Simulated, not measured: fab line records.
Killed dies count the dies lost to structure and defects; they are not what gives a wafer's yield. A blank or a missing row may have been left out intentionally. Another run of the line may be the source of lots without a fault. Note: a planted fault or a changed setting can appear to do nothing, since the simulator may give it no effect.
Which tool did it? | flow sky130 | 12 lots with 36 wafers sampled at 2 steps, on a route of 708 steps

== WHAT THE GAUGES READ, wafer by wafer ==
SKY_SPACER_THK_MEAS_01.
lot  | measured     | on            | SPACER_CVD_00_THK (nm)
L075 | day 23 15:08 | film metro-01 | 43.3 43.2 43.3
L077 | day 24 07:17 | film metro-02 | 42.7 42.7 42.7
L079 | day 24 20:45 | film metro-02 | 42.9 42.6 42.8
L081 | day 25 15:08 | film metro-01 | 44.0 43.5 43.2
L083 | day 26 09:55 | film metro-03 | 43.4 42.8 43.1
L085 | day 27 02:19 | film metro-03 | 43.6 43.3 43.5
L087 | day 27 17:00 | film metro-03 | 43.9 43.7 43.5
L089 | day 28 11:35 | film metro-03 | 43.2 43.4 43.4
L091 | day 29 05:28 | film metro-01 | 42.2 42.5 42.5
L093 | day 29 16:50 | film metro-02 | 43.0 42.4 42.6
L095 | day 30 07:53 | film metro-03 | 43.6 43.5 43.3
L097 | day 31 06:27 | film metro-01 | 42.5 42.6 42.5

== WHAT TOOL EACH LOT RAN ON (gives the tool, then ch and the chambers of the sampled wafers, and finally the start) ==
lot  | SKY_FIELD_ISO_ETCH_14
L075 | rie diel-01 ch 0,1,2, day 2 12:27
L077 | rie diel-01 ch 0,1, day 2 20:18
L079 | rie diel-02 ch 0,2,3, day 3 06:06
L081 | rie diel-01 ch 0,1,3, day 3 16:09
L083 | rie diel-03 ch 1,2,3, day 4 04:47
L085 | rie diel-02 ch 2,3, day 4 14:16
L087 | rie diel-03 ch 0,2, day 5 01:09
L089 | rie diel-03 ch 0,1, day 5 09:48
L091 | rie diel-02 ch 0,1, day 5 21:35
L093 | rie diel-03 ch 0,2,3, day 6 06:57
L095 | rie diel-03 ch 2,3, day 6 17:29
L097 | rie diel-02 ch 1,2,3, day 7 04:15
- SKY_FIELD_ISO_ETCH_14: etches BARC in N2/H2, stops on SiO2, time 45.9 s, target depth 60 nm.

== THE ANSWER, worked out from the rows above alone ==
Rule: what is usual is taken from the lots themselves. The widest of any qualifying gaps counts: lots, ordered by their means at a reading, are off when they make up no more than a third of the lots, leave a main group of 4 or more, and stand apart from it by 3 or more times the standard deviation of that group's means. The tables above print the reading to a certain number of digits; a main group whose means all agree to those digits is not used. Also off: a lot with no number at a reading for which 4 or more lots have one. The other lots that the step has rows for count as sound.
No lot is off on any of the readings shown, so nothing can be concluded from this.

== WHAT HAD BEEN PUT IN BY THE SIMULATOR ==
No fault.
